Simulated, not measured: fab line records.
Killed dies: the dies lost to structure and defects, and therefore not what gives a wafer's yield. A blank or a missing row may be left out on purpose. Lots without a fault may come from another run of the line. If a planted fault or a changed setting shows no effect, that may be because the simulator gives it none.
2 desks, one fault    flow gf180mcu    only its own numbers are on each desk; what lay behind them is given at the end

== AT THE METROLOGY DESK ==
Means of the sampled wafers that have a number, per lot and without regard to the tool the lot ran on: this is what the gauges read. The brackets show how far a lot's mean lies from the usual mean; more than 4 standard deviations puts the lot out of limits, marked OUT.
Columns: A = cd_nm at GF_M2_CD_MEAS_14, usual 279.5 nm
lot   first seen here  A
L295  day 19 19:55     280.7
L298  day 20 16:05     279.3
L299  day 21 02:41     279.5
L300  day 21 15:07     276.2
L303  day 22 17:52     278.4
L307  day 24 01:00     278.0
L309  day 24 14:31     280.0
L310  day 25 00:54     281.4
L313  day 25 21:31     280.6
L314  day 26 07:13     278.5
L317  day 26 21:42     279.1
Result from this desk: across the 11 lots, nothing is out of limits.

== THE TOOL OWNER'S DESK: rie_metal-04 ==
The tool's own readings at GF_M2_METAL_ETCH_16 (etches the open film in Cl2/BCl3, stops on SiO2, target depth 627.5 nm, time 104.6 s): means of the sampled wafers that have a number, for each lot that ran on this tool. The brackets show how far a lot's mean lies from the usual mean; more than 4 standard deviations puts the lot out of limits, marked OUT.
Columns: A = bias_w at GF_M2_METAL_ETCH_16, usual 140.0 W; B = drypump_motor_current_A at GF_M2_METAL_ETCH_16, usual 6.04 A; C = oes_product_au at GF_M2_METAL_ETCH_16, usual 0.971 a.u.; D = throttle_valve_pct at GF_M2_METAL_ETCH_16, usual 28.252 %
lot   first seen here  A                        B     C      D
L298  day 20 16:13     139.9                    6.00  0.966  28.251
L300  day 21 15:16     140.8                    6.02  0.969  28.257
L303  day 22 18:02     140.2                    6.04  0.971  28.253
L307  day 24 01:10     212.7 (+99 or more) OUT  5.99  0.974  28.244
L309  day 24 14:40     212.9 (+99 or more) OUT  6.17  0.972  28.252
This desk finds L307, L309 out of limits, L307 being first, at day 24 01:10 (bias_w at GF_M2_METAL_ETCH_16). L298, L300, L303: within limits.

== TAKEN TOGETHER ==
The tool owner's desk had the chance to raise an alarm at day 24 01:10 on L307, L309.
The metrology desk saw nothing out of limits.
The metrology desk holds a record of L307, L309, inside its limits.
The lots listed all ran GF_M2_METAL_ETCH_16 on rie_metal-04.

== WHAT WAS PUT IN BY THE SIMULATOR ==
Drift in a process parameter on rie_metal-04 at GF_M2_METAL_ETCH_16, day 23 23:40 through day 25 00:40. Setting bias_w, moved by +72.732, from 140. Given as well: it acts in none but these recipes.
Shown lots that were struck: L307, L309.
Delay in hours, fault start to first out-of-limits reading, by desk: the tool owner's desk at 2.
